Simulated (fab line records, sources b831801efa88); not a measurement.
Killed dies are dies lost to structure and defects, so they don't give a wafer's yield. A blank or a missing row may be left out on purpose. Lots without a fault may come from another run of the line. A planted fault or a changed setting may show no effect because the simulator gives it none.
fab line records | flow sky130
record lots=5 wafers=15 last_day=50
route steps=708 shown VIA1@473 METAL2@483 PAD_OPEN@708
lots that met no fault: from a run of the same line without faults
start_h: hours from the record's first day to the start of the lot's first wafer shown | wait_h: hours since the lot's step before | " the same as in the row above | L1.1+2: a row that stands for several wafers | - no value, or no start given | * or withheld: withheld | < > ~ a bound
route shown NAME@n: a module of which the file shows steps, and the number in the route of the first | usual: mean/standard deviation of fault-free wafers | same: alike in all rows | chamber/n: place in a boat | sites: the reading at each site | _std_site: their standard deviation | _edge_site: outer sites' mean less inner sites' | radius_mm: how far each site lies from the wafer's centre | mask NAME#n: copy n | behind: the tool/chamber that last shaped the wafer | hold: why the lot was held/for how many hours/how that ended | device: the transistor (n, p or np) that didn't switch | end of line: the same wafers' tests at the end of the route | a step without rows: its recipe alone | killed: dies lost to structure and defects at the first sort, not the wafer's yield | map: a wafer's dies, x killed, . not, _ none there
set.NAME: the setting as run; set.NAME@STEP: as run at that earlier step | model.NAME: the simulator's own value behind a step, which no gauge read
lots at some steps of the route; a table a step, a row a wafer
services: from which hour (start_h, from the record's first day; less than 0 if before it) a tool's chamber was out of use, for how many hours, and why
## steps
# step SKY_VIA1_ETCH_15
# recipe target=SiO2 chemistry=C4F8/O2/Ar target_depth_nm=351 stop_on=TiN mask_material=KrF-thick source_w=1500 bias_w=1200 pressure_mtorr=40 c4f8_flow_sccm=withheld O2_flow_sccm=6 Ar_flow_sccm=300 time_s=54
# step SKY_VIA1_STRIP_16
# recipe chemistry=O2/N2 power_w=1400 pressure_mtorr=1500 platen_temp_c=withheld o2_flow_sccm=3000 n2_flow_sccm=300 overash_fraction=0.5
# step SKY_VIA1_STRIP_17
# recipe chemistry=post_etch_residue_remover time_s=1200 temp_c=72.5
# step SKY_VIA1_CLEAN_18
# recipe chemistry=IPA time_s=180 temp_c=25
# step SKY_VIA1_CLEAN_19
# recipe chemistry=O3/DIW dry=n2_spin
# step SKY_VIA1_SPUTTER_20
# recipe material=TiN target_thk_nm=20 chamber_pressure_pa=5 power_w=4000 time_s=80
# usual cathode_dc_power_W=3999.9/0.68 chamber_pressure_pa=5.000/0.011 throttle_valve_pct=30.0/1.3
# columns lot.wafer tool chamber start_h wait_h cathode_dc_power_W chamber_pressure_pa throttle_valve_pct
L570.2 pvd_sputter-01 - 838.72 0.0 3999.9 4.996 31.3
L570.3 " - " " 3999.7 4.988 31.8
L570.5 " - " " 3999.8 5.002 31.8
L574.3 pvd_sputter-01 - 864.47 0.0 3999.5 4.995 29.0
L574.4 " - " " 3999.2 5.005 28.0
L574.5 " - " " 4000.2 5.013 28.1
L583.2 pvd_sputter-03 - 932.76 0.0 4000.1 4.991 30.0
L583.3 " - " " 4000.3 5.018 29.6
L583.5 " - " " 3999.7 4.994 31.6
L586.3 pvd_sputter-04 - 959.11 0.0 3999.9 4.998 30.7
L586.4 " - " " 4000.2 4.993 30.7
L586.5 " - " " 4000.5 5.003 30.9
L587.2 pvd_sputter-03 - 974.71 0.0 3999.6 4.984 29.9
L587.4 " - " " 4001.1 5.018 28.1
L587.6 " - " " 3999.8 5.012 28.3
# step SKY_VIA1_CVD_21
# recipe material=W target_thk_nm=270 time_s=80.902 temp_c=400 pressure_torr=40
# usual chamber_pressure_Torr=40.02/0.081 heater_power_outer_w=540/31 heater_power_w=884/33
# columns lot.wafer tool chamber start_h wait_h chamber_pressure_Torr heater_power_outer_w heater_power_w
L570.2 cvd_w-01 0 838.79 0.0 39.98 502 894
L570.3 " 0 " " 40.07 515 863
L570.5 " 1 " " 40.03 560 908
L574.3 cvd_w-01 0 864.56 0.1 40.03 515 840
L574.4 " 1 " " 39.99 569 905
L574.5 " 1 " " 40.08 576 896
L583.2 cvd_w-02 0 932.82 0.0 40.12 559 900
L583.3 " 0 " " 40.15 577 890
L583.5 " 0 " " 40.06 568 889
L586.3 cvd_w-02 0 959.20 0.1 40.00 539 907
L586.4 " 1 " " 40.01 517 860
L586.5 " 1 " " 40.07 523 864
L587.2 cvd_w-02 1 974.77 0.0 40.04 513 846
L587.4 " 1 " " 40.00 527 848
L587.6 " 1 " " 40.00 509 858
# step SKY_VIA1_RS_MEAS_22
# recipe thk_meas_gauge=four-point-probe reads=W_of_VIA1_CVD_21+TiN_of_VIA1_SPUTTER_20
# usual VIA1_W_RS=0.427/0.0064
# columns lot.wafer tool chamber start_h wait_h VIA1_W_RS[ohm/sq]
L570.2 film_metro-04 - 838.90 0.1 0.419
L570.3 " - " " 0.418
L570.5 " - " " 0.426
L574.3 film_metro-04 - 864.66 0.1 0.419
L574.4 " - " " 0.429
L574.5 " - " " 0.427
L583.2 film_metro-01 - 932.93 0.1 0.425
L583.3 " - " " 0.431
L583.5 " - " " 0.431
L586.3 film_metro-03 - 959.30 0.1 0.435
L586.4 " - " " 0.427
L586.5 " - " " 0.425
L587.2 film_metro-03 - 974.88 0.1 0.422
L587.4 " - " " 0.429
L587.6 " - " " 0.426
# step SKY_VIA1_THK_MEAS_23
# recipe thk_meas_gauge=xrf reads=W_of_VIA1_CVD_21
# usual VIA1_W_THK=274/4.9
# columns lot.wafer tool chamber start_h wait_h VIA1_W_THK[nm]
L570.2 film_metro-04 - 839.01 0.1 280
L570.3 " - " " 281
L570.5 " - " " 274
L574.3 film_metro-04 - 864.76 0.1 282
L574.4 " - " " 271
L574.5 " - " " 275
L583.2 film_metro-01 - 933.04 0.1 277
L583.3 " - " " 273
L583.5 " - " " 272
L586.3 film_metro-03 - 959.40 0.1 268
L586.4 " - " " 275
L586.5 " - " " 276
L587.2 film_metro-03 - 974.99 0.1 273
L587.4 " - " " 271
L587.6 " - " " 271
# step SKY_VIA1_CMP_24
# recipe stop_on=SiO2 t_overpolish_s=15 down_force_psi=3.5 platen_rpm=60 target_thk_nm=0 pad_velocity_m_s=0.94248
# usual edge_zone_pressure_frac=1.001/0.0058 motor_current_A=10.5/1.1 overpolish_run_s=15.000/0.009 slurry_filter_dp_kPa=13.52/0.13 slurry_flow_ml_min=150.0/0.45 time_to_endpoint_s=63/4.5
# columns lot.wafer tool chamber start_h wait_h edge_zone_pressure_frac motor_current_A overpolish_run_s slurry_filter_dp_kPa slurry_flow_ml_min time_to_endpoint_s
L570.2 cmp-02 2 839.11 0.1 0.997 9.5 14.986 13.56 149.6 71
L570.3 " 3 " " 0.998 9.4 15.003 13.30 149.5 69
L570.5 " 1 " " 1.001 10.6 14.985 13.62 149.8 66
L574.4 cmp-01 3 864.80 0.0 0.995 10.8 14.997 13.60 149.5 60
L574.3 " 0 " " 1.001 9.3 15.007 13.61 149.9 61
L574.5 " 3 " " 0.991 11.4 15.007 13.48 150.1 63
L583.2 cmp-02 3 933.14 0.1 0.996 9.2 15.010 13.43 150.2 69
L583.3 " 1 " " 0.994 10.4 15.002 13.72 149.8 66
L583.5 " 3 " " 1.008 9.6 14.994 13.38 149.3 69
L586.3 cmp-01 0 959.44 0.0 1.001 10.0 14.993 13.52 150.0 58
L586.4 " 2 " " 0.992 12.6 15.008 13.40 149.9 62
L586.5 " 1 " " 0.997 10.5 15.013 13.49 150.5 65
L587.4 cmp-01 0 975.04 0.0 0.998 9.4 15.008 13.70 150.2 54
L587.2 " 3 " " 1.008 10.8 15.013 13.43 149.8 59
L587.6 " 1 " " 1.009 10.7 14.989 13.52 149.8 62
# step SKY_METAL2_SPUTTER_00
# recipe material=Ti target_thk_nm=15 power_w=3000 time_s=10 chamber_pressure_pa=0.4
# step SKY_METAL2_SPUTTER_01
# recipe material=TiN target_thk_nm=20 power_w=6500 time_s=16.7 chamber_pressure_pa=0.4
# usual cathode_dc_power_W=6499.9/1.2 chamber_pressure_pa=0.4000/0.00083 throttle_valve_pct=29.6/1.2
# columns lot.wafer tool chamber start_h wait_h cathode_dc_power_W chamber_pressure_pa throttle_valve_pct
L570.2 pvd_sputter-02 - 839.38 0.0 6502.7 0.3996 29.2
L570.3 " - " " 6500.2 0.4022 28.1
L570.5 " - " " 6499.2 0.4019 28.2
L574.3 pvd_sputter-04 - 865.12 0.0 6500.6 0.3999 30.7
L574.4 " - " " 6500.3 0.4002 30.5
L574.5 " - " " 6501.0 0.3993 30.8
L583.2 pvd_sputter-01 - 933.41 0.0 6498.0 0.4006 31.1
L583.3 " - " " 6502.2 0.3998 29.1
L583.5 " - " " 6499.0 0.3995 31.9
L586.3 pvd_sputter-04 - 959.76 0.0 6500.9 0.4000 30.5
L586.4 " - " " 6499.7 0.3989 30.3
L586.5 " - " " 6500.8 0.4000 31.1
L587.2 pvd_sputter-02 - 975.37 0.0 6500.8 0.3991 28.1
L587.4 " - " " 6499.9 0.4011 29.1
L587.6 " - " " 6501.9 0.3999 29.3
# step SKY_METAL2_SPUTTER_02
# recipe material=AlCu target_thk_nm=250 power_w=10600 time_s=13.3 chamber_pressure_pa=0.4
# usual cathode_dc_power_W=10600/1.9 chamber_pressure_pa=0.4000/0.00081 throttle_valve_pct=29.6/1.2
# columns lot.wafer tool chamber start_h wait_h cathode_dc_power_W chamber_pressure_pa throttle_valve_pct model.AlCu_of_METAL2_SPUTTER_02.thk_nm
L570.2 pvd_sputter-02 - 839.41 0.0 10601 0.4002 29.1 248.4
L570.3 " - " " 10605 0.4002 28.0 247.6
L570.5 " - " " 10598 0.4003 27.8 247
L574.3 pvd_sputter-04 - 865.15 0.0 10601 0.3998 31.2 247
L574.4 " - " " 10601 0.3984 30.7 250
L574.5 " - " " 10602 0.3996 30.8 249.7
L583.2 pvd_sputter-01 - 933.44 0.0 10600 0.4014 31.1 251.7
L583.3 " - " " 10604 0.3990 29.0 250.6
L583.5 " - " " 10603 0.4015 31.8 253.2
L586.3 pvd_sputter-04 - 959.79 0.0 10602 0.3996 30.7 248.4
L586.4 " - " " 10603 0.4007 30.1 288.7
L586.5 " - " " 10602 0.3996 31.1 247.6
L587.2 pvd_sputter-02 - 975.39 0.0 10600 0.3999 28.2 246
L587.4 " - " " 10601 0.4011 29.4 247.1
L587.6 " - " " 10600 0.4001 29.3 247
# step SKY_METAL2_SPUTTER_03
# recipe material=Ti target_thk_nm=5 power_w=3000 time_s=3.3 chamber_pressure_pa=0.4
# usual cathode_dc_power_W=3000.0/0.56 chamber_pressure_pa=0.3999/0.00074 throttle_valve_pct=29.6/1.2
# columns lot.wafer tool chamber start_h wait_h cathode_dc_power_W chamber_pressure_pa throttle_valve_pct
L570.2 pvd_sputter-02 - 839.43 0.0 2999.4 0.3997 29.4
L570.3 " - " " 3000.3 0.3995 28.3
L570.5 " - " " 3000.6 0.3997 28.0
L574.3 pvd_sputter-04 - 865.17 0.0 3000.6 0.4005 30.9
L574.4 " - " " 3000.1 0.3994 30.6
L574.5 " - " " 3000.9 0.3996 30.5
L583.2 pvd_sputter-01 - 933.46 0.0 3000.4 0.4002 31.2
L583.3 " - " " 3000.4 0.4001 29.2
L583.5 " - " " 3000.2 0.4004 31.9
L586.3 pvd_sputter-04 - 959.81 0.0 2999.9 0.4009 30.7
L586.4 " - " " 3000.6 0.4005 30.3
L586.5 " - " " 2999.6 0.3991 30.7
L587.2 pvd_sputter-02 - 975.42 0.0 3000.1 0.3998 28.1
L587.4 " - " " 3000.1 0.4006 29.6
L587.6 " - " " 3000.1 0.4007 29.2
# step SKY_METAL2_SPUTTER_04
# recipe material=TiN target_thk_nm=70 power_w=6500 time_s=58.3 chamber_pressure_pa=0.4
# step SKY_METAL2_RS_MEAS_05
# recipe thk_meas_gauge=four-point-probe reads=TiN_of_METAL2_SPUTTER_04+Ti_of_METAL2_SPUTTER_03+AlCu_of_METAL2_SPUTTER_02+TiN_of_METAL2_SPUTTER_01+Ti_of_METAL2_SPUTTER_00
# usual METAL2_ALCU_RS=0.1268/0.0017
# columns lot.wafer tool chamber start_h wait_h hold METAL2_ALCU_RS[ohm/sq]
L570.2 film_metro-02 - 839.52 0.0 - 0.1276
L570.3 " - " " - 0.1282
L570.5 " - " " - 0.1284
L574.3 film_metro-04 - 865.28 0.1 - 0.1282
L574.4 " - " " - 0.1268
L574.5 " - " " - 0.1270
L583.2 film_metro-01 - 933.55 0.0 - 0.1259
L583.3 " - " " - 0.1264
L583.5 " - " " - 0.1249
L586.3 film_metro-04 - 959.92 0.1 await_dispo/0.2h/release 0.1276
L586.4 " - " " await_dispo/0.2h/release 0.1093
L586.5 " - " " await_dispo/0.2h/release 0.1283
L586.3 film_metro-04 - 960.21 0.3 - 0.1277
L586.4 " - " " - 0.1095
L586.5 " - " " - 0.1282
L587.2 film_metro-01 - 975.50 0.0 - 0.1290
L587.4 " - " " - 0.1283
L587.6 " - " " - 0.1284
# step SKY_METAL2_THK_MEAS_06
# recipe thk_meas_gauge=xrf reads=AlCu_of_METAL2_SPUTTER_02
# usual METAL2_ALCU_THK=253/3.5
# columns lot.wafer tool chamber start_h wait_h hold METAL2_ALCU_THK[nm]
L570.2 film_metro-02 - 839.63 0.1 - 252
L570.3 " - " " - 251
L570.5 " - " " - 250
L574.3 film_metro-04 - 865.38 0.1 - 250
L574.4 " - " " - 252
L574.5 " - " " - 252
L583.2 film_metro-01 - 933.66 0.1 - 257
L583.3 " - " " - 256
L583.5 " - " " - 258
L586.3 film_metro-04 - 962.14 1.9 await_dispo/0.2h/release 252
L586.4 " - " " await_dispo/0.2h/release 291
L586.5 " - " " await_dispo/0.2h/release 252
L586.3 film_metro-04 - 962.37 0.2 - 251
L586.4 " - " " - 292
L586.5 " - " " - 251
L587.2 film_metro-01 - 975.61 0.1 - 250
L587.4 " - " " - 253
L587.6 " - " " - 252
# step SKY_PAD_OPEN_PROBE_99
# usual defect_limited_yield=82.5/1.9 killed_at_M0_to_M3=42/6.9 killed_at_M4_up=3.2/1.7 killed_at_contacts=25/5.1 killed_at_front_end=15/4.5 killed_at_other=0.4/0.63 killed_dies=86/9.3 killed_open=46/7 killed_short=39/6.9 sort_bin_3_pad_short=0.9/0.45 sort_bin_5_function=10.4/1.5 sort_bin_6_memory=6.3/1.1 sort_n_pass=406/9.3 sort_yield_pct=82.5/1.9
# same gross_dies=492 killed_at_back_side=0 sort_bin_4_leakage[%]=0 sort_bin_8_speed[%]=0
# columns lot.wafer tool chamber start_h wait_h defect_limited_yield[%] killed_at_M0_to_M3 killed_at_M4_up killed_at_contacts killed_at_front_end killed_at_other killed_dies killed_open killed_short sort_bin_3_pad_short[%] sort_bin_5_function[%] sort_bin_6_memory[%] sort_n_pass sort_yield_pct[%] model.etest.met2.line_ohm_um model.etest.met2.rs_ohm_sq
L570.2 prober-02 - 1113.02 0.1 82.9 38 5 25 15 1 84 51 33 0.6 11.4 5.1 408 82.9 0.9537 0.1307
L570.3 prober-02 - 1113.07 0.2 79.9 52 4 27 16 0 99 56 43 0.2 13.8 6.1 393 79.9 0.9327 0.1294
L570.5 prober-02 - 1113.17 0.2 82.7 41 4 23 16 1 85 50 35 0.8 9.8 6.7 407 82.7 0.9094 0.1306
L574.3 prober-01 - 1132.18 0.2 84.3 34 5 19 18 1 77 32 43 1.4 8.7 5.5 415 84.3 0.9275 0.1293
L574.4 prober-01 - 1132.23 0.2 81.3 45 5 36 5 1 92 52 39 1.0 11.2 6.5 400 81.3 0.918 0.1289
L574.5 prober-01 - 1132.28 0.2 81.1 47 1 28 14 3 93 53 40 0.8 10.0 8.1 399 81.1 0.947 0.1276
L583.2 prober-02 - 1180.69 0.1 83.1 44 0 22 17 0 83 50 33 0.8 11.0 5.1 409 83.1 0.9248 0.128
L583.3 prober-02 - 1180.74 0.2 83.3 46 4 20 12 0 82 36 46 0.6 10.2 5.9 410 83.3 0.9435 0.128
L583.5 prober-02 - 1180.84 0.2 83.5 38 2 30 11 0 81 49 32 0.4 10.6 5.5 411 83.5 0.9276 0.1262
L586.3 prober-01 - 1198.19 0.2 84.1 42 3 22 10 1 78 39 39 0.6 7.9 7.3 414 84.1 0.9243 0.1297
L586.4 prober-01 - 1198.24 0.2 80.3 34 4 42 17 0 97 52 44 1.6 11.4 6.7 395 80.3 0.8087 0.1118
L586.5 prober-01 - 1198.29 0.2 80.3 42 4 30 21 0 97 54 43 1.2 12.0 6.5 395 80.3 0.9187 0.1306
L587.2 prober-01 - 1208.08 0.1 81.3 47 2 30 13 0 92 53 39 1.4 11.0 6.3 400 81.3 0.9112 0.1286
L587.4 prober-01 - 1208.18 0.2 82.7 46 4 28 7 0 85 40 45 1.6 9.3 6.3 407 82.7 0.9601 0.13
L587.6 prober-01 - 1208.28 0.2 80.5 45 2 27 22 0 96 48 48 1.2 12.4 5.9 396 80.5 0.915 0.1302
# killed by level:class
L570.2 CONTACT:geometric_particle:open=9 LI_CONTACT:geometric_particle:open=8 VIA1:geometric_particle:open=7 VIA2:geometric_particle:open=7 VIA3:geometric_particle:open=7 POLY_GATE:geometric_particle:open=6 FIELD_ISO:geometric_particle:short=4 CONTACT:geometric_particle:short=4
L570.3 CONTACT:geometric_particle:open=13 VIA1:geometric_particle:open=11 VIA3:geometric_particle:open=10 VIA1:geometric_particle:short=7 METAL2:geometric_particle:short=7 VIA2:geometric_particle:open=7 LI_CONTACT:geometric_particle:open=6 METAL1:geometric_particle:short=5
L570.5 LI_CONTACT:geometric_particle:open=10 VIA2:geometric_particle:open=9 METAL2:geometric_particle:short=8 CONTACT:geometric_particle:open=7 POLY_GATE:geometric_particle:open=6 VIA3:geometric_particle:open=6 FIELD_ISO:geometric_particle:short=5 VIA1:geometric_particle:open=5
L574.3 CONTACT:geometric_particle:open=8 FIELD_ISO:geometric_particle:short=7 VIA1:geometric_particle:open=6 METAL2:geometric_particle:short=6 CONTACT:geometric_particle:short=5 METAL3:geometric_particle:short=5 VIA3:geometric_particle:open=5 LOCAL_INTERCONNECT:geometric_particle:short=4
L574.4 VIA1:geometric_particle:open=14 CONTACT:geometric_particle:open=12 LI_CONTACT:geometric_particle:open=9 CONTACT:geometric_particle:short=8 VIA2:geometric_particle:open=7 METAL1:geometric_particle:short=5 VIA3:geometric_particle:open=4 VIA1:geometric_particle:short=4
L574.5 CONTACT:geometric_particle:open=12 VIA1:geometric_particle:open=12 VIA3:geometric_particle:open=10 METAL2:geometric_particle:short=9 CONTACT:geometric_particle:short=8 LI_CONTACT:geometric_particle:open=5 VIA2:geometric_particle:open=4 FIELD_ISO:geometric_particle:open=3
L583.2 CONTACT:geometric_particle:open=10 VIA3:geometric_particle:open=10 VIA1:geometric_particle:open=9 VIA2:geometric_particle:open=9 POLY_GATE:geometric_particle:short=6 LOCAL_INTERCONNECT:geometric_particle:short=5 METAL1:geometric_particle:short=5 POLY_GATE:geometric_particle:open=4
L583.3 VIA1:geometric_particle:open=12 VIA1:geometric_particle:short=8 CONTACT:geometric_particle:short=7 METAL2:geometric_particle:short=7 LI_CONTACT:geometric_particle:open=6 METAL1:geometric_particle:short=4 VIA2:geometric_particle:short=4 METAL4:geometric_particle:short=4
L583.5 CONTACT:geometric_particle:open=10 LI_CONTACT:geometric_particle:open=9 CONTACT:geometric_particle:short=8 VIA1:geometric_particle:open=7 METAL2:geometric_particle:short=7 VIA2:geometric_particle:open=6 VIA1:geometric_particle:short=6 POLY_GATE:geometric_particle:open=5
L586.3 LI_CONTACT:geometric_particle:open=8 VIA1:geometric_particle:open=8 METAL1:geometric_particle:short=7 CONTACT:geometric_particle:short=6 VIA3:geometric_particle:open=6 VIA2:geometric_particle:open=6 VIA3:geometric_particle:short=6 CONTACT:geometric_particle:open=5
L586.4 CONTACT:geometric_particle:open=16 LI_CONTACT:geometric_particle:open=11 FIELD_ISO:geometric_particle:short=8 VIA3:geometric_particle:open=8 VIA1:geometric_particle:open=6 VIA2:geometric_particle:open=6 LOCAL_INTERCONNECT:geometric_particle:short=5 METAL1:geometric_particle:short=5
L586.5 CONTACT:geometric_particle:open=11 LI_CONTACT:geometric_particle:open=9 VIA1:geometric_particle:open=9 FIELD_ISO:geometric_particle:short=6 METAL2:geometric_particle:short=6 VIA2:geometric_particle:open=6 VIA3:geometric_particle:open=6 VIA1:geometric_particle:short=5
L587.2 VIA1:geometric_particle:open=15 CONTACT:geometric_particle:short=9 CONTACT:geometric_particle:open=8 METAL1:geometric_particle:short=8 LI_CONTACT:geometric_particle:open=7 VIA3:geometric_particle:open=6 VIA2:geometric_particle:open=4 POLY_GATE:geometric_particle:open=3
L587.4 VIA1:geometric_particle:open=12 LI_CONTACT:geometric_particle:open=7 CONTACT:geometric_particle:short=6 METAL1:geometric_particle:short=6 CONTACT:geometric_particle:open=6 LOCAL_INTERCONNECT:geometric_particle:short=6 VIA1:geometric_particle:short=6 METAL2:geometric_particle:short=6
L587.6 VIA1:geometric_particle:open=11 LOCAL_INTERCONNECT:geometric_particle:short=8 LI_CONTACT:geometric_particle:open=7 CONTACT:geometric_particle:short=7 METAL1:geometric_particle:short=7 POLY_GATE:geometric_particle:short=6 VIA3:geometric_particle:open=6 CONTACT:geometric_particle:open=5
## services
# columns tool chamber start_h hours kind
cvd_w-02 1 832.08 2.5 repair
cvd_w-01 - 841.19 0.8 repair
cmp-02 - 854.05 4.4 pm
cvd_w-01 0 879.17 3.1 repair
cvd_w-02 - 890.65 6.0 pm
pvd_sputter-03 - 893.67 2.5 repair
pvd_sputter-04 1 895.05 - consumable_replace:kit
pvd_sputter-04 1 895.05 18.0 scheduled_down
pvd_sputter-04 1 895.05 18.0 vent_cycle
cvd_w-02 - 904.00 14.0 pm
cvd_w-02 0 904.00 14.0 vent_cycle
cvd_w-02 1 904.00 14.0 vent_cycle
cmp-01 - 912.00 4.0 pm
cmp-01 - 916.00 - consumable_replace:conditioner
cmp-01 - 916.00 - consumable_replace:pad
cvd_w-01 - 918.00 6.9 pm
cvd_w-02 0 918.00 - clean
pvd_sputter-02 1 925.89 - consumable_replace:kit
pvd_sputter-02 1 925.89 18.0 scheduled_down
pvd_sputter-02 1 925.89 18.0 vent_cycle
cmp-01 - 930.32 1.3 repair
cmp-01 - 940.29 3.6 repair
cvd_w-02 1 943.79 13.4 repair
cmp-02 - 967.68 1.8 repair
## key
first_sign step=SKY_METAL2_RS_MEAS_05 reading=visit direction=added
effect step=SKY_METAL2_RS_MEAS_05 reading=METAL2_ALCU_RS direction=down sigmas=10 usual=0.1268 struck=0.1093
effect step=SKY_METAL2_THK_MEAS_06 reading=visit direction=added
effect step=SKY_METAL2_THK_MEAS_06 reading=METAL2_ALCU_THK direction=up sigmas=11 usual=253 struck=291
model_effect step=SKY_METAL2_SPUTTER_02 value=AlCu_of_METAL2_SPUTTER_02.thk_nm without=253.9 struck=288.7
model_effect step=SKY_PAD_OPEN_PROBE_99 value=etest.met2.line_ohm_um without=0.9233 struck=0.8087
met_at SKY_METAL2_SPUTTER_02
struck_wafers L586.4
fault kind=process_parameter_drift tool=pvd_sputter-04 chamber=- onset_h=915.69 steps=SKY_METAL2_SPUTTER_02 channel=time_s offset=* shape=step end_h=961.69 acts_in=* stated=* scope=struck_wafers_only
